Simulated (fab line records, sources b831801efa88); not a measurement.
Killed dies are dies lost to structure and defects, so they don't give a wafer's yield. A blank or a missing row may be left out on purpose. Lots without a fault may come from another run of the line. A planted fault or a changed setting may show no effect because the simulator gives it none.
fab line records | flow sky130
record lots=7 wafers=21 last_day=50
route steps=708 shown LDD_LDN@302 SPACER@304 POLY_CUT@307
lots that met no fault: from a run of the same line without faults
start_h: hours from the record's first day to the start of the lot's first wafer shown | wait_h: hours since the lot's step before | " the same as in the row above | L1.1+2: a row that stands for several wafers | - no value, or no start given | * or withheld: withheld | < > ~ a bound
route shown NAME@n: a module of which the file shows steps, and the number in the route of the first | usual: mean/standard deviation of fault-free wafers | same: alike in all rows | chamber/n: place in a boat | sites: the reading at each site | _std_site: their standard deviation | _edge_site: outer sites' mean less inner sites' | radius_mm: how far each site lies from the wafer's centre | mask NAME#n: copy n | behind: the tool/chamber that last shaped the wafer | hold: why the lot was held/for how many hours/how that ended | device: the transistor (n, p or np) that didn't switch | end of line: the same wafers' tests at the end of the route | a step without rows: its recipe alone | killed: dies lost to structure and defects at the first sort, not the wafer's yield | map: a wafer's dies, x killed, . not, _ none there
set.NAME: the setting as run; set.NAME@STEP: as run at that earlier step | model.NAME: the simulator's own value behind a step, which no gauge read
lots at some steps of the route; a table a step, a row a wafer
services: from which hour (start_h, from the record's first day; less than 0 if before it) a tool's chamber was out of use, for how many hours, and why
## steps
# step SKY_LDD_LDN_TW_MEAS_13
# usual LDD_LDN_TW=1491/12
# columns lot.wafer tool chamber start_h wait_h LDD_LDN_TW
L571.4 film_metro-04 - 606.44 0.1 1493
L571.5 " - " " 1486
L571.6 " - " " 1487
L574.1 film_metro-04 - 626.32 0.1 1500
L574.4 " - " " 1506
L574.5 " - " " 1506
L579.1 film_metro-01 - 670.06 0.1 1492
L579.2 " - " " 1485
L579.4 " - " " 1490
L581.3 film_metro-01 - 670.98 0.1 1491
L581.4 " - " " 1488
L581.6 " - " " 1494
L582.2 film_metro-01 - 679.22 0.1 1500
L582.3 " - " " 1508
L582.4 " - " " 1501
L587.3 film_metro-04 - 715.84 0.1 1504
L587.5 " - " " 1502
L587.6 " - " " 1502
L588.1 film_metro-01 - 718.71 0.1 1501
L588.2 " - " " 1496
L588.3 " - " " 1488
# step SKY_LDD_LDN_CLEAN_14
# recipe chemistry=SC1/SC2 mix=1:4:20 temp_c=70 time_s=150 dry=n2_spin
# step SKY_SPACER_CVD_00
# recipe material=Si3N4 precursor=DCS/NH3 target_thk_nm=43.1 temp_c=770 time_s=740 pressure_mtorr=250
# step SKY_SPACER_THK_MEAS_01
# recipe reads=Si3N4_of_SPACER_CVD_00
# usual SPACER_CVD_00_THK=43.1/0.34
# columns lot.wafer tool chamber start_h wait_h SPACER_CVD_00_THK[nm]
L571.4 film_metro-02 - 607.76 0.0 43.2
L571.5 " - " " 43.2
L571.6 " - " " 43.3
L574.1 film_metro-02 - 628.98 0.0 42.9
L574.4 " - " " 43.2
L574.5 " - " " 42.9
L579.1 film_metro-03 - 671.37 0.0 42.9
L579.2 " - " " 43.1
L579.4 " - " " 43.0
L581.3 film_metro-03 - 675.01 0.0 43.2
L581.4 " - " " 43.5
L581.6 " - " " 43.4
L582.2 film_metro-03 - 680.55 0.0 43.7
L582.3 " - " " 43.0
L582.4 " - " " 43.1
L587.3 film_metro-01 - 718.96 0.0 43.1
L587.5 " - " " 43.0
L587.6 " - " " 43.3
L588.1 film_metro-02 - 720.15 0.0 42.7
L588.2 " - " " 42.6
L588.3 " - " " 43.1
# step SKY_SPACER_ETCHBACK_02
# recipe chemistry=CH3F/O2 target=Si3N4 stop_on=SiO2 source_w=400 bias_w=80 pressure_mtorr=25 ch3f_flow_sccm=40 O2_flow_sccm=30 time_s=46.7 target_depth_a=450
# usual O2_flow_sccm=29.99/0.09 drypump_motor_current_A=5.5/0.47 oes_product_au=0.855/0.0062 throttle_valve_pct=10.563/0.0093
# columns lot.wafer tool chamber start_h wait_h O2_flow_sccm drypump_motor_current_A oes_product_au rf_hours_counter_h throttle_valve_pct
L571.4 rie_diel-03 3 607.79 0.0 30.04 5.2 0.855 30 10.576
L571.5 " 0 " " 30.08 6.3 0.857 - 10.569
L571.6 " 3 " " 30.13 5.2 0.857 - 10.549
L574.1 rie_diel-03 2 629.04 0.1 29.78 5.1 0.845 5 10.562
L574.4 " 1 " " 29.91 5.4 0.860 2 10.545
L574.5 " 3 " " 30.21 5.2 0.850 - 10.573
L579.1 rie_diel-03 0 671.43 0.1 29.94 6.3 0.853 16 10.561
L579.2 " 2 " " 29.97 5.1 0.857 6 10.579
L579.4 " 3 " " 29.96 5.2 0.858 32 10.559
L581.3 rie_diel-01 3 675.05 0.0 30.03 6.0 0.861 4 10.562
L581.4 " 0 " " 29.88 5.0 0.859 9 10.562
L581.6 " 2 " " 29.93 5.6 0.858 - 10.568
L582.2 rie_diel-01 0 680.60 0.0 30.06 5.0 0.853 9 10.538
L582.3 " 3 " " 29.85 5.9 0.850 4 10.554
L582.4 " 2 " " 29.94 5.6 0.863 2 10.563
L587.3 rie_diel-03 2 719.00 0.0 29.93 5.1 0.857 6 10.552
L587.5 " 0 " " 29.86 6.3 0.845 - 10.575
L587.6 " 3 " " 29.97 5.2 0.853 - 10.589
L588.1 rie_diel-04 3 720.21 0.1 29.96 5.2 0.847 13 10.573
L588.2 " 0 " " 30.12 5.0 0.855 51 10.569
L588.3 " 2 " " 30.14 5.0 0.856 6 10.551
# step SKY_POLY_CUT_DEHYDRATE_00
# recipe temp_c=200 time_s=60
# step SKY_POLY_CUT_HMDS_01
# recipe prime_time_s=60 prime_temp_c=120
# step SKY_POLY_CUT_COAT_02
# recipe resist=BARC temp_c=withheld time_s=withheld spin_rpm=3000 resist_thk_nm=60
# step SKY_POLY_CUT_COAT_03
# recipe resist=KrF-thick spin_rpm=3000 resist_thk_nm=450
# step SKY_POLY_CUT_SOFTBAKE_04
# recipe temp_c=100 time_s=90 resist=KrF-thick
# step SKY_POLY_CUT_EXPOSE_05
# recipe mask_id=NPCM na=0.8 source_shape=annular sigma_inner=0.55 sigma_outer=0.85 target_cd_nm=270 dose_mj=32
# step SKY_POLY_CUT_PEB_06
# recipe peb_temp_c=withheld peb_time_s=withheld resist=KrF-thick
# step SKY_POLY_CUT_DEVELOP_07
# recipe develop_time_s=60 resist=KrF-thick dev_temp_c=21
# usual chill_plate_temp_C=22.99/0.1 develop_time_s=60/0
# columns lot.wafer tool chamber start_h wait_h chill_plate_temp_C develop_time_s model.KrF-thick_of_POLY_CUT_COAT_03.thk_nm
L571.4 litho_track-04 0 635 - 22.98 60 437.3
L571.5 " 0 " " 23.03 60 437.1
L571.6 " 0 " " 23.11 60 435.3
L574.1 litho_track-04 0 657 - 22.91 60 437.6
L574.4 " 0 " " 22.84 60 438.8
L574.5 " 0 " " 22.88 60 436.8
L579.1 litho_track-04 - 699 - - - 450.2
L579.2 " - " " - - 452.5
L579.4 " - " " - - 450.1
L581.3 litho_track-02 - 702 - - - 451.7
L581.4 " - " " - - 453.6
L581.6 " - " " - - 451.8
L582.2 litho_track-02 - 708 - - - 449.7
L582.3 " - " " - - 450.9
L582.4 " - " " - - 450.5
L587.3 litho_track-02 0 747 - 22.86 60 435.9
L587.5 " 0 " " 22.87 60 436.7
L587.6 " 0 " " 22.83 60 436.3
L588.1 litho_track-03 0 748 - 22.88 60 435.6
L588.2 " 0 " " 22.91 60 435.9
L588.3 " 0 " " 23.05 60 434.7
# step SKY_POLY_CUT_CD_MEAS_08
# recipe target_cd_nm=270
# usual cd_nm=269.8/1.5
# columns lot.wafer tool chamber start_h wait_h cd_nm
L571.4 cd_sem-02 - 636.08 - 270.1
L571.5 " - " " 268.2
L571.6 " - " " 271.0
L574.1 cd_sem-02 - 657.57 - 269.4
L574.4 " - " " 268.5
L574.5 " - " " 268.4
L579.1 cd_sem-01 - 699.82 - -
L579.2 " - " " -
L579.4 " - " " -
L581.3 cd_sem-02 - 702.77 - -
L581.4 " - " " -
L581.6 " - " " -
L582.2 cd_sem-02 - 708.50 - -
L582.3 " - " " -
L582.4 " - " " -
L587.3 cd_sem-01 - 747.42 - 270.9
L587.5 " - " " 269.0
L587.6 " - " " 268.9
L588.1 cd_sem-02 - 748.28 - 270.7
L588.2 " - " " 271.7
L588.3 " - " " 270.1
## services
# columns tool chamber start_h hours kind
rie_diel-03 0 610.19 7.1 repair
rie_diel-01 3 642.77 3.9 repair
rie_diel-01 1 644.95 22.2 repair
rie_diel-04 2 645.78 6.6 repair
rie_diel-03 2 679.96 5.7 repair
rie_diel-01 1 692.43 2.7 repair
rie_diel-04 1 713.07 - clean
rie_diel-04 1 713.07 18.4 scheduled_down
rie_diel-04 1 713.07 18.4 vent_cycle
rie_diel-04 0 731.46 - clean
rie_diel-04 0 731.46 25.0 scheduled_down
rie_diel-04 0 731.46 25.0 vent_cycle
rie_diel-03 1 733.46 12.6 repair
## key
first_sign step=SKY_POLY_CUT_DEVELOP_07 reading=tool_record direction=missing
effect none on later readings
model_effect step=SKY_POLY_CUT_DEVELOP_07 value=KrF-thick_of_POLY_CUT_COAT_03.thk_nm without=437.2 struck=451.2
met_at SKY_POLY_CUT_DEVELOP_07
struck_wafers L579.1,L579.2,L579.4,L581.3,L581.4,L581.6,L582.2,L582.3,L582.4
later_rows_left_out L579.1,L579.2,L579.4,L581.3,L581.4,L581.6,L582.2,L582.3,L582.4
sort_left_out L579.1,L579.2,L579.4,L581.3,L581.4,L581.6,L582.2,L582.3,L582.4
tester_left_out L579,L581,L582
onset_between 657 699
fault kind=skipped_step_whole tool=litho_track-02,litho_track-04 chamber=- onset_h=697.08 steps=SKY_POLY_CUT_DEVELOP_07 scope=struck_lots_only
# tester_left_out: of these lots the tester's yield and bins aren't shown, on N5 and GAA mostly nor the transistor test; their killed dies are dies lost to structure and defects alone, not to doping, threshold or leakage, so they don't give the yield
# sort_left_out: the simulated sort isn't trusted on such a fault, so these wafers' sort isn't shown, and their yield isn't known
# later_rows_left_out: the simulator's readings of these wafers behind a module that went badly wrong aren't trusted and aren't shown, but for the sort
